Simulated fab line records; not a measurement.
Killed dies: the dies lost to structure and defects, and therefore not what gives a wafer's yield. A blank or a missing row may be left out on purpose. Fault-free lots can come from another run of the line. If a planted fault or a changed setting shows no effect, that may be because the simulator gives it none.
2 desks looking at one fault    flow sky130    only its own numbers are on each desk; what lay behind them is given at the end

== FROM THE METROLOGY DESK ==
Lot by lot, what the gauges showed, no matter which tool ran the lot: averages of those sampled wafers that carry a number. Marked OUT: a lot whose mean sits more than 4 standard deviations from the usual mean, which makes it out of limits; the brackets give that distance.
Columns: A = GATE_OXIDE_OXIDATION_00_THK at SKY_GATE_OXIDE_THK_MEAS_02, usual 10.28 nm
lot   first seen here  A
L476  day 12 23:18     10.17
L477  day 13 09:12     10.43
L479  day 14 04:29     10.00
L481  day 14 22:05     10.24
L484  day 15 17:50     10.20
L488  day 17 08:13     5.84 (-25) OUT
L490  day 17 16:55     5.97 (-24) OUT
L489  day 17 21:13     5.88 (-24) OUT
L491  day 18 05:59     5.93 (-24) OUT
L495  day 19 19:10     10.44
L497  day 20 11:00     10.18
This desk's finding: out of limits on L488, L489, L490, L491; first on L488, day 17 08:13 (GATE_OXIDE_OXIDATION_00_THK at SKY_GATE_OXIDE_THK_MEAS_02). L476, L477, L479, L481, L484, L495, L497: within limits.

== DESK OF THE TOOL OWNER: furnace-01 ==
The tool's own readings at SKY_GATE_OXIDE_OXIDATION_01 (stabilise 600 s, purge 300 s, target thk 10.268 nm): means of the sampled wafers that have a number, for each lot that ran on this tool. Marked OUT: a lot whose mean sits more than 4 standard deviations from the usual mean, which makes it out of limits; the brackets give that distance.
Columns: A = ox-temp-c at SKY_GATE_OXIDE_OXIDATION_01, usual 900.1 C; B = spike-tc-top-C at SKY_GATE_OXIDE_OXIDATION_01, usual 905.8 C; C = tube_center_temp_C_max at SKY_GATE_OXIDE_OXIDATION_01, usual 902.3; D = zone-power-top-pct at SKY_GATE_OXIDE_OXIDATION_01, usual 31.8 %
lot   first seen here  A      B      C      D
L476  day 12 21:53     900.5  905.8  901.8  31.5
L479  day 14 03:04     899.7  904.3  902.3  31.7
L481  day 14 20:41     900.3  905.8  902.3  31.4
L488  day 17 06:47     900.0  906.3  902.3  31.3
L490  day 17 15:30     900.2  904.4  902.1  31.6
L489  day 17 19:49     900.0  904.7  902.1  31.8
L491  day 18 04:34     899.9  906.0  902.1  31.7
This desk's verdict: no lot among the 7 shows anything out of limits.

== ALL TOGETHER ==
At day 17 08:13 the metrology desk could have sounded an alarm, on L488, L489, L490, L491.
The desk of the tool owner found nothing out of limits.
On record at the tool owner's desk: L488, L489, L490, L491, within its limits.
The lots listed all ran SKY_GATE_OXIDE_OXIDATION_01 on furnace-01.

== WHAT THE SIMULATOR HAD INSERTED ==
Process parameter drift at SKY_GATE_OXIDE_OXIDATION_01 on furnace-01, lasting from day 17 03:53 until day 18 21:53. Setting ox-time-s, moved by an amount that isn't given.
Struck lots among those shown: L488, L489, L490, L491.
Hours from the fault's start to each desk's first reading out of limits: the metrology desk, 4.
